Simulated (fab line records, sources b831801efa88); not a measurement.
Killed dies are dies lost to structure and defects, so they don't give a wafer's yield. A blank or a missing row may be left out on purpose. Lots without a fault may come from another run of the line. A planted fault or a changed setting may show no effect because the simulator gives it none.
A struck lot beside a sound one | flow sky130 | 35 steps out of a route of 708
Sound: wafers L128.1, L128.2, L128.6. Struck: wafers L141.2, L141.3, L141.6. The cause comes at the end.
At each step with rows: each side's tool, then ch and its chambers, then its first start. Under that, the readings that differ: sound wafers | struck wafers | difference of the means | sigmas: that difference in standard deviations of wafers without a fault.
alike: readings whose means differ by less than 2 such deviations, and words and numbers that are the same on both sides. not compared: withheld readings, readings that some wafer has no value for, bounds like >300 that may hide the same value, and numbers for which the record gives no deviation and whose values overlap.
The two part at a step that has a row with sigmas, a row that says differs or no value, or rows on one side only. Numbers that don't overlap but have no deviation are shown without sigmas and don't part them. A reading that every wafer of one side lacks parts them only if that side has two wafers or more.

first, 10 steps without rows for these wafers: SKY_METAL1_COAT_09 (resist thk 60 nm); SKY_METAL1_COAT_10 (resist thk 450 nm); SKY_METAL1_SOFTBAKE_11 (time 90 s); SKY_METAL1_EXPOSE_12 (exposes mask MM1, target cd 140 nm); SKY_METAL1_PEB_13; SKY_METAL1_DEVELOP_14 (develop time 60 s); SKY_METAL1_DESCUM_17 (chemistry O2, time 8 s); SKY_METAL1_ETCH_18 (etches BARC in N2/H2, stops on SiO2, time 45.9 s, target depth 60 nm); SKY_METAL1_METAL_ETCH_19 (etches the open film in Cl2/BCl3, stops on SiO2, target depth 360 nm, time 78 s); SKY_METAL1_STRIP_20 (strips in O2/N2).
SKY_METAL1_STRIP_21: strips in post etch residue remover, time 1200 s.
  sound on wet_bench-02 ch 3, day 35 01:11; struck on wet_bench-02 ch 1, day 38 20:34
then, 23 steps without rows for these wafers: SKY_METAL1_CLEAN_22 (cleans in IPA, time 180 s); SKY_METAL1_CLEAN_23 (cleans in O3/DIW); SKY_VIA1_HDPCVD_00 (deposits SiO2, target thk 1030 nm, time 171.7 s); SKY_VIA1_CMP_02 (polishes SiO2); SKY_VIA1_DEHYDRATE_04 (time 60 s); SKY_VIA1_HMDS_05 (prime time 60 s); SKY_VIA1_COAT_06 (resist thk 60 nm); SKY_VIA1_COAT_07 (resist thk 450 nm); SKY_VIA1_SOFTBAKE_08 (time 90 s); SKY_VIA1_EXPOSE_09 (exposes mask VIM, target cd 150 nm); SKY_VIA1_PEB_10; SKY_VIA1_DEVELOP_11 (develop time 60 s); SKY_VIA1_ETCH_14 (etches BARC in N2/H2, stops on SiO2, time 45.9 s, target depth 60 nm); SKY_VIA1_ETCH_15 (etches SiO2 in C4F8/O2/Ar, stops on TiN, target depth 351 nm, time 54 s); SKY_VIA1_STRIP_16 (strips in O2/N2); SKY_VIA1_STRIP_17 (strips in post etch residue remover, time 1200 s); SKY_VIA1_CLEAN_18 (cleans in IPA, time 180 s); SKY_VIA1_CLEAN_19 (cleans in O3/DIW); SKY_VIA1_SPUTTER_20 (material TiN, target thk 20 nm, time 80 s); SKY_VIA1_CVD_21 (deposits W, target thk 270 nm, time 80.902 s); SKY_VIA1_CMP_24 (polishes, stops on SiO2, t overpolish 15 s, target thk 0 nm); SKY_METAL2_SPUTTER_00 (material Ti, target thk 15 nm, time 10 s); SKY_METAL2_SPUTTER_01 (material TiN, target thk 20 nm, time 16.7 s).
-- the record jumps here: 11 days lie between the struck wafers' starts before and after (it left off in module METAL2 and takes up again in module PAD_OPEN, whose first step shown is number 708 of the route) --
SKY_PAD_OPEN_PROBE_99:
  sound on prober-01, day 47 13:44; struck on prober-02, day 50 04:02
  reading                               | sound            | struck            | difference | sigmas
  defect_limited_yield (%)              | 81.3 81.5 83.3   | 77.0 75.8 78.7    | -4.9       | -3
  killed_at_M0_to_M3                    | 47 50 46         | 75 75 65          | +24        | +4
  killed_dies                           | 92 91 82         | 113 119 105       | +24        | +3
  sort_bin_3_pad_short (%)              | 0.6 0.8 1.2      | 1.0 2.6 2.2       | +1.1       | +3
  sort_bin_5_function (%)               | 12.0 10.4 9.3    | 14.6 14.4 12.2    | +3.2       | +2
  sort_n_pass                           | 400 401 410      | 379 373 387       | -24        | -3
  sort_yield_pct (%)                    | 81.3 81.5 83.3   | 77.0 75.8 78.7    | -4.9       | -3
  model.etest.tester.sort_n_pass        | 400 401 410      | 379 373 387       | -24        |
  model.etest.tester.sort_yield_pct (%) | 81.3 81.5 83.33  | 77.03 75.81 78.66 | -4.88      |
  model.etest.tester.sort_bin_5_pct (%) | 11.99 10.37 9.35 | 14.63 14.43 12.2  | +3.18      |
  alike: killed_at_M4_up, killed_at_contacts, killed_at_front_end, killed_at_other, killed_open, killed_short, sort_bin_6_memory
  not compared: model.etest.tester.sort_bin_3_pct

WHERE THEY PART
Only at SKY_PAD_OPEN_PROBE_99, within this record.

WHY: what the simulator had put in
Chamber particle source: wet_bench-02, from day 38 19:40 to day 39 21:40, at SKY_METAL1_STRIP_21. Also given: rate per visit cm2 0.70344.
